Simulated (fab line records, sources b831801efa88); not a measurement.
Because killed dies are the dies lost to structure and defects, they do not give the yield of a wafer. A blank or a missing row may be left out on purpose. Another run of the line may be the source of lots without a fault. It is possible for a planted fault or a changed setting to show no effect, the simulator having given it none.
fab line records	flow gf180mcu
[record] lots = 13	wafers = 39	last-day = 34
route steps=602 shown DNWELL@41 LVPWELL@63 MVPSD@139 POLY_GATE@168 HV_LDD@222
lots that met no fault: from a run of the same line without faults
start-h: hours from the record's first day to the start of the lot's first wafer shown	wait-h: hours since the lot's step before	" repeats the value in the row above	L1.1+2: a single row standing in for several wafers	- no value, or no start was given	* or withheld: withheld	< > ~ a bound
route shown NAME@n: names a module that has steps shown in the file, with the first one's number in the route	usual: mean and standard deviation over wafers with no fault	same: alike in all rows	chamber/n: place in a boat	sites: per-site readings	_std_site: the values' standard deviation	_edge_site: outer sites' mean less inner sites'	radius-mm: for every site, how far away it sits from the centre of the wafer	mask NAME#n: copy n	behind: tool/chamber where the wafer was last shaped	hold: why the lot went on hold/how many hours it stayed there/how the hold came to an end	device: which transistor (n, p or np) failed to switch	end of line: the tests these same wafers got at the end of their route	where a step has no rows: the recipe by itself	killed: count of dies lost to structure and defects at first sort (not the wafer's yield)	map: a wafer's dies, x killed, . not, _ none there
set.NAME: the run value of the setting; set.NAME@STEP: its run value at that earlier step	model.NAME: the simulator's own value behind a step, which no gauge read
one table for each step of the route and one row for each wafer, over a sample of lots
services: when a tool's chamber went out of use (start-h, in hours from the record's first day, below 0 if earlier), for how many hours, and the reason
[[steps]]
[step GF_DNWELL_TW_MEAS_09]
[usual] DNWELL_TW = 1347/16
lot.wafer	tool	chamber	start-h	wait-h	DNWELL_TW
L465.1	film-metro-03	-	53.31	0.1	1336
L465.4	"	-	"	"	1336
L465.5	"	-	"	"	1337
L467.3	film-metro-02	-	64.48	0.1	1384
L467.4	"	-	"	"	1372
L467.5	"	-	"	"	1379
L468.2	film-metro-02	-	69.36	0.1	1369
L468.3	"	-	"	"	1362
L468.6	"	-	"	"	1369
L469.1	film-metro-04	-	73.61	0.1	1345
L469.4	"	-	"	"	1351
L469.5	"	-	"	"	1343
L471.1	film-metro-04	-	86.20	0.1	1344
L471.2	"	-	"	"	1343
L471.3	"	-	"	"	1348
L472.1	film-metro-04	-	91.01	0.1	1344
L472.4	"	-	"	"	1336
L472.5	"	-	"	"	1343
L474.1	film-metro-02	-	100.85	0.1	1373
L474.2	"	-	"	"	1374
L474.3	"	-	"	"	1380
L477.1	film-metro-03	-	116.11	0.1	1331
L477.2	"	-	"	"	1333
L477.4	"	-	"	"	1333
L478.1	film-metro-03	-	121.61	0.1	1334
L478.2	"	-	"	"	1337
L478.4	"	-	"	"	1339
L479.1	film-metro-04	-	127.21	0.1	1343
L479.2	"	-	"	"	1348
L479.6	"	-	"	"	1347
L480.2	film-metro-02	-	133.61	0.1	1354
L480.3	"	-	"	"	1365
L480.5	"	-	"	"	1363
L483.1	film-metro-04	-	148.15	0.1	1346
L483.3	"	-	"	"	1348
L483.5	"	-	"	"	1349
L484.1	film-metro-03	-	153.86	0.1	1329
L484.2	"	-	"	"	1335
L484.3	"	-	"	"	1336
[step GF_LVPWELL_IMPLANT_09]
[recipe] species = B	energy-kev = 60	dose-cm2 = 5e+12	tilt-deg = 0
[usual] beam-on-s = 10.02/0.2	dose-ions-cm2 = 5e+12/4.8e+09	faraday-current-uA = 28.2/0.57
lot.wafer	tool	chamber	start-h	wait-h	beam-on-s	dose-ions-cm2	faraday-current-uA
L465.1	implanter-02	0	79.84	0.1	9.95	5.006e+12	28.3
L465.4	"	0	"	"	9.80	5e+12	28.8
L465.5	"	0	"	"	9.68	4.996e+12	29.0
L467.3	implanter-01	0	92.49	0.1	9.67	5.012e+12	29.0
L467.4	"	0	"	"	10.14	5.006e+12	27.8
L467.5	"	0	"	"	9.90	4.999e+12	28.4
L468.2	implanter-04	0	97.27	0.1	9.80	5.001e+12	28.6
L468.3	"	0	"	"	9.92	4.995e+12	28.4
L468.6	"	0	"	"	9.83	5.003e+12	28.7
L469.1	implanter-04	0	101.85	0.1	10.14	4.999e+12	27.9
L469.4	"	0	"	"	9.97	5.001e+12	28.2
L469.5	"	0	"	"	10.09	5.003e+12	27.9
L471.1	implanter-04	0	115.05	0.1	10.22	5.967e+12	33.0
L471.2	"	0	"	"	10.25	5.975e+12	32.8
L471.3	"	0	"	"	9.93	5.974e+12	33.8
L472.1	implanter-04	0	119.44	0.1	10.04	5.978e+12	33.5
L472.4	"	0	"	"	10.04	5.972e+12	33.7
L472.5	"	0	"	"	10.19	5.974e+12	33.0
L474.1	implanter-01	0	130.64	0.1	9.84	5.008e+12	28.8
L474.2	"	0	"	"	10.20	5e+12	27.6
L474.3	"	0	"	"	10.24	5.009e+12	27.7
L477.1	implanter-02	0	147.14	0.1	9.79	5.002e+12	28.8
L477.2	"	0	"	"	9.71	5.003e+12	29.0
L477.4	"	0	"	"	10.06	5e+12	28.1
L478.1	implanter-01	0	151.80	0.1	9.99	5.013e+12	28.2
L478.2	"	0	"	"	9.55	4.998e+12	29.6
L478.4	"	0	"	"	10.34	4.999e+12	27.1
L479.1	implanter-02	0	158.00	0.1	10.27	5.003e+12	27.4
L479.2	"	0	"	"	9.99	5.004e+12	28.3
L479.6	"	0	"	"	10.18	4.999e+12	27.7
L480.2	implanter-01	0	165.42	0.1	10.33	5.003e+12	27.3
L480.3	"	0	"	"	10.17	5.005e+12	27.7
L480.5	"	0	"	"	9.85	5.004e+12	28.6
L483.1	implanter-02	0	179.89	0.1	10.14	4.992e+12	27.9
L483.3	"	0	"	"	9.96	4.996e+12	28.3
L483.5	"	0	"	"	10.02	4.998e+12	28.3
L484.1	implanter-02	0	185.29	0.1	9.93	4.999e+12	28.3
L484.2	"	0	"	"	10.12	4.992e+12	27.9
L484.3	"	0	"	"	9.68	5.005e+12	29.1
[step GF_VT_IMPLANT_RS_MEAS_48]
[recipe] thk-meas-gauge = four-point-probe
[usual] LVPWELL_RS = 1197/3.3
lot.wafer	tool	chamber	start-h	wait-h	hold	LVPWELL_RS[ohm/sq]
L465.1	film-metro-01	-	171.50	0.1	-	1200
L465.4	"	-	"	"	-	1194
L465.5	"	-	"	"	-	1194
L467.3	film-metro-04	-	184.84	0.1	-	1199
L467.4	"	-	"	"	-	1196
L467.5	"	-	"	"	-	1196
L468.2	film-metro-03	-	189.86	0.1	-	1193
L468.3	"	-	"	"	-	1197
L468.6	"	-	"	"	-	1190
L469.1	film-metro-03	-	195.69	0.1	-	1196
L469.4	"	-	"	"	-	1196
L469.5	"	-	"	"	-	1198
L471.1	film-metro-04	-	212.04	0.1	await-dispo/0.2h/release	1153
L471.2	"	-	"	"	await-dispo/0.2h/release	1154
L471.3	"	-	"	"	await-dispo/0.2h/release	1155
L471.1	film-metro-04	-	212.33	0.3	-	1154
L471.2	"	-	"	"	-	1155
L471.3	"	-	"	"	-	1156
L472.1	film-metro-01	-	216.89	0.1	await-dispo/0.2h/release	1158
L472.4	"	-	"	"	await-dispo/0.2h/release	1158
L472.5	"	-	"	"	await-dispo/0.2h/release	1161
L472.1	film-metro-01	-	217.18	0.3	-	1157
L472.4	"	-	"	"	-	1160
L472.5	"	-	"	"	-	1160
L474.1	film-metro-03	-	229.29	0.1	-	1198
L474.2	"	-	"	"	-	1195
L474.3	"	-	"	"	-	1195
L477.1	film-metro-03	-	251.14	0.1	-	1205
L477.2	"	-	"	"	-	1202
L477.4	"	-	"	"	-	1200
L478.1	film-metro-03	-	256.94	0.1	-	1200
L478.2	"	-	"	"	-	1198
L478.4	"	-	"	"	-	1197
L479.1	film-metro-04	-	265.74	0.1	-	1194
L479.2	"	-	"	"	-	1193
L479.6	"	-	"	"	-	1193
L480.2	film-metro-04	-	273.92	0.1	-	1194
L480.3	"	-	"	"	-	1198
L480.5	"	-	"	"	-	1201
L483.1	film-metro-04	-	290.14	0.1	-	1201
L483.3	"	-	"	"	-	1206
L483.5	"	-	"	"	-	1200
L484.1	film-metro-03	-	297.30	0.1	-	1196
L484.2	"	-	"	"	-	1195
L484.3	"	-	"	"	-	1200
[step GF_VT_IMPLANT_RS_MEAS_49]
[recipe] thk-meas-gauge = four-point-probe
[usual] MVPSD_RS = 1168.2/2.9
lot.wafer	tool	chamber	start-h	wait-h	hold	MVPSD_RS[ohm/sq]
L465.1	film-metro-01	-	171.62	0.1	-	1163.9
L465.4	"	-	"	"	-	1166.7
L465.5	"	-	"	"	-	1166.0
L467.3	film-metro-04	-	184.96	0.1	-	1168.4
L467.4	"	-	"	"	-	1163.8
L467.5	"	-	"	"	-	1166.2
L468.2	film-metro-03	-	189.98	0.1	-	1166.0
L468.3	"	-	"	"	-	1166.2
L468.6	"	-	"	"	-	1169.9
L469.1	film-metro-03	-	195.81	0.1	-	1164.1
L469.4	"	-	"	"	-	1166.7
L469.5	"	-	"	"	-	1168.0
L471.1	film-metro-04	-	215.62	3.3	await-dispo/3.2h/release	1170.0
L471.2	"	-	"	"	await-dispo/3.2h/release	1168.2
L471.3	"	-	"	"	await-dispo/3.2h/release	1169.0
L472.1	film-metro-01	-	219.69	2.5	await-dispo/2.3h/release	1171.9
L472.4	"	-	"	"	await-dispo/2.3h/release	1165.4
L472.5	"	-	"	"	await-dispo/2.3h/release	1166.3
L474.1	film-metro-03	-	229.41	0.1	-	1168.1
L474.2	"	-	"	"	-	1170.3
L474.3	"	-	"	"	-	1173.3
L477.1	film-metro-03	-	251.26	0.1	-	1163.7
L477.2	"	-	"	"	-	1163.5
L477.4	"	-	"	"	-	1167.0
L478.1	film-metro-03	-	257.06	0.1	-	1168.4
L478.2	"	-	"	"	-	1170.5
L478.4	"	-	"	"	-	1172.8
L479.1	film-metro-04	-	265.86	0.1	-	1164.3
L479.2	"	-	"	"	-	1162.0
L479.6	"	-	"	"	-	1166.2
L480.2	film-metro-04	-	274.04	0.1	-	1169.2
L480.3	"	-	"	"	-	1174.7
L480.5	"	-	"	"	-	1174.6
L483.1	film-metro-04	-	290.26	0.1	-	1168.0
L483.3	"	-	"	"	-	1164.7
L483.5	"	-	"	"	-	1166.8
L484.1	film-metro-03	-	297.42	0.1	-	1166.8
L484.2	"	-	"	"	-	1169.9
L484.3	"	-	"	"	-	1169.7
[step GF_POLY_GATE_OVL_MEAS_11]
[usual] POLY_GATE_OVL = 3/5.1
lot.wafer	tool	chamber	start-h	wait-h	POLY_GATE_OVL[nm]
L465.1	overlay-02	-	210.28	0.1	7
L465.4	"	-	"	"	4
L465.5	"	-	"	"	3
L467.3	overlay-02	-	225.53	0.1	1
L467.4	"	-	"	"	-1
L467.5	"	-	"	"	1
L468.2	overlay-02	-	233.23	0.1	4
L468.3	"	-	"	"	8
L468.6	"	-	"	"	4
L469.1	overlay-01	-	236.53	0.1	8
L469.4	"	-	"	"	5
L469.5	"	-	"	"	3
L471.1	overlay-01	-	254.42	0.1	7
L471.2	"	-	"	"	9
L471.3	"	-	"	"	7
L472.1	overlay-02	-	258.92	0.1	5
L472.4	"	-	"	"	2
L472.5	"	-	"	"	6
L474.1	overlay-01	-	272.28	0.1	-5
L474.2	"	-	"	"	4
L474.3	"	-	"	"	5
L477.1	overlay-02	-	295.02	0.1	6
L477.2	"	-	"	"	5
L477.4	"	-	"	"	15
L478.1	overlay-02	-	302.02	0.1	1
L478.2	"	-	"	"	7
L478.4	"	-	"	"	2
L479.1	overlay-02	-	311.88	0.1	3
L479.2	"	-	"	"	0
L479.6	"	-	"	"	1
L480.2	overlay-01	-	320.58	0.1	6
L480.3	"	-	"	"	4
L480.5	"	-	"	"	6
L483.1	overlay-02	-	338.23	0.1	-3
L483.3	"	-	"	"	-2
L483.5	"	-	"	"	-2
L484.1	overlay-02	-	346.02	0.1	1
L484.2	"	-	"	"	-1
L484.3	"	-	"	"	-1
[step GF_HV_LDD_CD_MEAS_46]
[recipe] target-cd-nm = 400
[usual] cd-nm = 399.5/1.9
lot.wafer	tool	chamber	start-h	wait-h	cd-nm
L465.1	cd-sem-02	-	288.96	0.1	398.2
L465.4	"	-	"	"	398.6
L465.5	"	-	"	"	399.7
L467.3	cd-sem-02	-	306.90	0.1	398.8
L467.4	"	-	"	"	400.3
L467.5	"	-	"	"	397.3
L468.2	cd-sem-01	-	314.83	0.1	395.4
L468.3	"	-	"	"	398.3
L468.6	"	-	"	"	397.2
L469.1	cd-sem-02	-	318.51	0.1	400.0
L469.4	"	-	"	"	399.8
L469.5	"	-	"	"	400.9
L471.1	cd-sem-02	-	337.76	0.1	397.6
L471.2	"	-	"	"	398.5
L471.3	"	-	"	"	397.7
L472.1	cd-sem-01	-	343.16	0.1	403.4
L472.4	"	-	"	"	404.4
L472.5	"	-	"	"	402.2
L474.1	cd-sem-01	-	359.01	0.1	398.6
L474.2	"	-	"	"	398.6
L474.3	"	-	"	"	397.3
L477.1	cd-sem-02	-	383.90	0.1	399.0
L477.2	"	-	"	"	397.0
L477.4	"	-	"	"	398.4
L478.1	cd-sem-02	-	392.91	0.1	397.5
L478.2	"	-	"	"	397.3
L478.4	"	-	"	"	399.2
L479.1	cd-sem-01	-	404.95	0.1	399.8
L479.2	"	-	"	"	399.5
L479.6	"	-	"	"	398.4
L480.2	cd-sem-02	-	414.12	0.1	400.8
L480.3	"	-	"	"	400.1
L480.5	"	-	"	"	399.2
L483.1	cd-sem-02	-	432.22	0.2	403.0
L483.3	"	-	"	"	401.4
L483.5	"	-	"	"	402.4
L484.1	cd-sem-01	-	442.41	0.1	400.2
L484.2	"	-	"	"	401.2
L484.3	"	-	"	"	401.7
[[services]]
tool	chamber	start-h	hours	kind
implanter-04	-	60.91	5.3	pm
implanter-04	-	91.87	1.4	repair
implanter-02	-	101.09	0.7	repair
implanter-04	-	104.25	3.0	repair
implanter-01	-	155.55	2.5	repair
[[key]]
[first-sign] step = GF_LVPWELL_IMPLANT_09	reading = dose-ions-cm2	direction = up	sigmas = 99+	usual = 5e+12	struck = 5.973e+12
[effect] step = GF_LVPWELL_IMPLANT_09	reading = faraday-current-uA	direction = up	sigmas = 9.1	usual = 28.2	struck = 33.3
[effect] step = GF_VT_IMPLANT_RS_MEAS_48	reading = LVPWELL_RS	direction = down	sigmas = 12	usual = 1197	struck = 1156
met-at GF_LVPWELL_IMPLANT_09
struck-lots L471,L472
tester-left-out L471,L472
not-acting-at GF_DNWELL_TW_MEAS_09,GF_POLY_GATE_OVL_MEAS_11,GF_HV_LDD_CD_MEAS_46
onset-between 101.85 115.05
[fault] kind = process-parameter-drift	tool = implanter-04	chamber = -	onset-h = 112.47	steps = GF_LVPWELL_IMPLANT_09	channel = dose-cm2	offset = 9.7093e+11	shape = step	end-h = 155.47	acts-in = these-recipes-only	stated = 5e+12
// tester-left-out: of these lots the tester's yield and bins aren't shown, on N5 and GAA mostly nor the transistor test; their killed dies are dies lost to structure and defects alone, not to doping, threshold or leakage, so they don't give the yield
